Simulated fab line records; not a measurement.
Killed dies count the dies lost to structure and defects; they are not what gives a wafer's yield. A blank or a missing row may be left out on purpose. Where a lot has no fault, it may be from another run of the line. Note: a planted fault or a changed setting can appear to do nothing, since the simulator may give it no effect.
Which of the tools did it? ; flow sky130 ; 33 wafers from 11 lots sampled at 4 of the route's 708 steps

WHAT THE GAUGES SHOWED, per wafer
SKY_VT_ADJUST_LVTN_OVL_MEAS_07. Usual: VT_ADJUST_LVTN_OVL gives 0.8 nm (standard deviation 1.5).
lot;measured;on;VT_ADJUST_LVTN_OVL (nm);flag
L577;day 6 19:41;overlay-02;0.6 -0.2 -1.1;
L580;day 7 13:56;overlay-01;1.5 -1.3 2.6;
L581;day 7 23:08;overlay-01;1.3 2.2 1.0;
L583;day 8 20:02;overlay-01;2.3 0.3 0.5;
L585;day 9 03:42;overlay-01;3.2 1.1 0.4;
L584;day 9 04:17;overlay-01;-0.9 -0.1 1.6;
L588;day 9 21:13;overlay-01;2.0 1.3 0.7;
L589;day 9 22:25;overlay-02;-0.2 0.7 -0.1;
L590;day 10 15:14;overlay-02;1.0 0.7 -0.5;
L592;day 10 21:11;overlay-02;-1.0 -0.2 -0.5;
L593;day 11 13:14;overlay-01;2.1 1.8 0.8;

SKY_VT_ADJUST_PCH_TW_MEAS_10. Usual: VT_ADJUST_PCH_TW gives 142.3 (standard deviation 1.7).
lot;measured;on;VT_ADJUST_PCH_TW;flag
L577;day 10 15:11;film_metro-04;140.7 140.0 140.5;
L580;day 11 13:20;film_metro-03;142.9 144.1 144.4;
L581;day 11 15:58;film_metro-02;142.7 143.6 143.4;
L583;day 12 15:23;film_metro-02;144.4 143.9 143.5;
L585;day 12 18:40;film_metro-02;143.9 143.6 144.1;
L584;day 12 20:31;film_metro-02;142.9 143.3 143.5;
L588;day 13 18:29;film_metro-03;142.5 142.8 143.8;
L589;day 13 23:01;film_metro-02;143.5 143.8 143.2;
L590;day 14 19:37;film_metro-02;144.6 144.4 144.1;
L592;day 15 02:07;film_metro-02;152.3 152.5 152.0 151.5 151.7 152.0;OFF
L593;day 15 18:49;film_metro-04;148.4 148.9 148.2;OFF

EACH LOT AND THE TOOL THAT RAN IT (in order: tool; ch and the chambers of the sampled wafers; start)
lot;SKY_NWELL_STRIP_14;SKY_VT_ADJUST_PCH_IMPLANT_08
L577;plasma_asher-04 ch 0,1, day 4 11:58;implanter-02 ch 0, day 10 14:57
L580;plasma_asher-01 ch 0,1, day 5 05:09;implanter-01 ch 0, day 11 13:05
L581;plasma_asher-02 ch 0,1, day 5 13:31;implanter-02 ch 0, day 11 15:43
L583;plasma_asher-04 ch 0,1, day 6 06:33;implanter-02 ch 0, day 12 15:10
L585;plasma_asher-01 ch 0,1, day 6 14:03;implanter-01 ch 0, day 12 18:27
L584;plasma_asher-01 ch 0, day 6 14:31;implanter-03 ch 0, day 12 20:16
L588;plasma_asher-04 ch 0,1, day 7 06:31;implanter-01 ch 0, day 13 18:15
L589;plasma_asher-04 ch 0,1, day 7 10:43;implanter-03 ch 0, day 13 22:46
L590;plasma_asher-01 ch 0,1, day 7 19:16;implanter-02 ch 0, day 14 19:22
L592;plasma_asher-04 ch 0,1, day 8 05:46;implanter-03 ch 0, day 15 01:52
L593;plasma_asher-02 ch 0,1, day 8 08:25;implanter-03 ch 0, day 15 18:35
- SKY_NWELL_STRIP_14: strips in O2/N2.
- SKY_VT_ADJUST_PCH_IMPLANT_08

WHAT THE TOOLS THEMSELVES READ (means of the sampled wafers that have a number; where no wafer has one, the mark that the record gives instead)
SKY_NWELL_STRIP_14. Usual: drypump_motor_current_A 5.8 A, standard deviation 0.42; oes_product_au 0.722 a.u., standard deviation 0.0046; strip_time_to_endpoint_s 36.94 s, standard deviation 0.091.
lot;tool;drypump_motor_current_A (A);oes_product_au (a.u.);strip_time_to_endpoint_s (s);flag
L577;plasma_asher-04;5.5;0.722;36.99;
L580;plasma_asher-01;6.0;0.722;36.95;
L581;plasma_asher-02;6.4;0.722;36.84;
L583;plasma_asher-04;5.5;0.727;37.13;
L585;plasma_asher-01;5.8;0.720;36.97;
L584;plasma_asher-01;5.7;0.721;37.00;
L588;plasma_asher-04;5.4;0.722;36.99;
L589;plasma_asher-04;5.4;0.725;37.00;
L590;plasma_asher-01;5.9;0.720;36.91;
L592;plasma_asher-04;5.4;0.721;36.86;
L593;plasma_asher-02;6.4;0.719;36.96;

SKY_VT_ADJUST_PCH_IMPLANT_08. Usual: beam_on_s 10.02 s, standard deviation 0.22; end_station_pressure_torr 5.03e-06 Torr, standard deviation 2.4e-07; faraday_current_uA 2.82, standard deviation 0.06.
lot;tool;beam_on_s (s);end_station_pressure_torr (Torr);faraday_current_uA;flag
L577;implanter-02;10.00;5.00e-06;2.83;
L580;implanter-01;9.92;5.08e-06;2.84;
L581;implanter-02;10.12;5.11e-06;2.78;
L583;implanter-02;9.76;4.95e-06;2.88;
L585;implanter-01;10.00;5.16e-06;2.83;
L584;implanter-03;10.14;5.09e-06;2.79;
L588;implanter-01;10.09;5.03e-06;2.80;
L589;implanter-03;10.15;5.38e-06;2.78;
L590;implanter-02;10.05;4.84e-06;2.81;
L592;implanter-03;12.44;1.04e-04;2.30;OFF
L593;implanter-03;12.51;1.01e-04;2.28;OFF

THE ANSWER, worked out from the rows above alone
Rule: take the mean of a lot's wafers that have a number; if it is more than 3 standard deviations from the usual mean, the lot is off. Also off: a lot with no number at a reading for which 4 or more lots have one. The other lots that the step has rows for count as sound. After the gauges, taken in route order, come the tools' own readings; for these a lot's mean is taken, as printed above. The first step at which some lot is off is used, and at that step the reading that is off furthest; a lot without a number counts as furthest.
Off: at SKY_VT_ADJUST_PCH_TW_MEAS_10 (VT_ADJUST_PCH_TW), L592, L593.
A tool fits if, at a process step before that reading, it ran every lot that is off, and no sound lot after the first of them. Not tried: the gauges at SKY_VT_ADJUST_PCH_TW_MEAS_10; whatever is off there is also off at SKY_VT_ADJUST_PCH_IMPLANT_08, on other tools, and gauge error can't account for it. One candidate fits, namely implanter-03 at SKY_VT_ADJUST_PCH_IMPLANT_08. A fault onset in the window from L589 (day 13 22:46, its last sound lot) to L592 (day 15 01:52, its first lot off) fits.
The tool's own readings at SKY_VT_ADJUST_PCH_IMPLANT_08 bear it out: on the lots that are off they differ by more than 5 times the standard deviation of the sound lots' means. beam_on_s reads 12.47 s there against 10.03 s on the sound lots; end_station_pressure_torr reads 1.02e-04 Torr there against 5.07e-06 Torr on the sound lots; faraday_current_uA reads 2.29 there against 2.82 on the sound lots.

WHAT THE SIMULATOR HAD PUT IN
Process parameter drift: implanter-03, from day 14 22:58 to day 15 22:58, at SKY_VT_ADJUST_PCH_IMPLANT_08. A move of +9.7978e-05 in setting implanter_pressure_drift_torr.
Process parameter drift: implanter-03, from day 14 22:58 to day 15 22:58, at SKY_VT_ADJUST_PCH_IMPLANT_08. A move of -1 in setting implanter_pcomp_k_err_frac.
Shown lots that were struck: L592, L593. Same finding as the rule above.
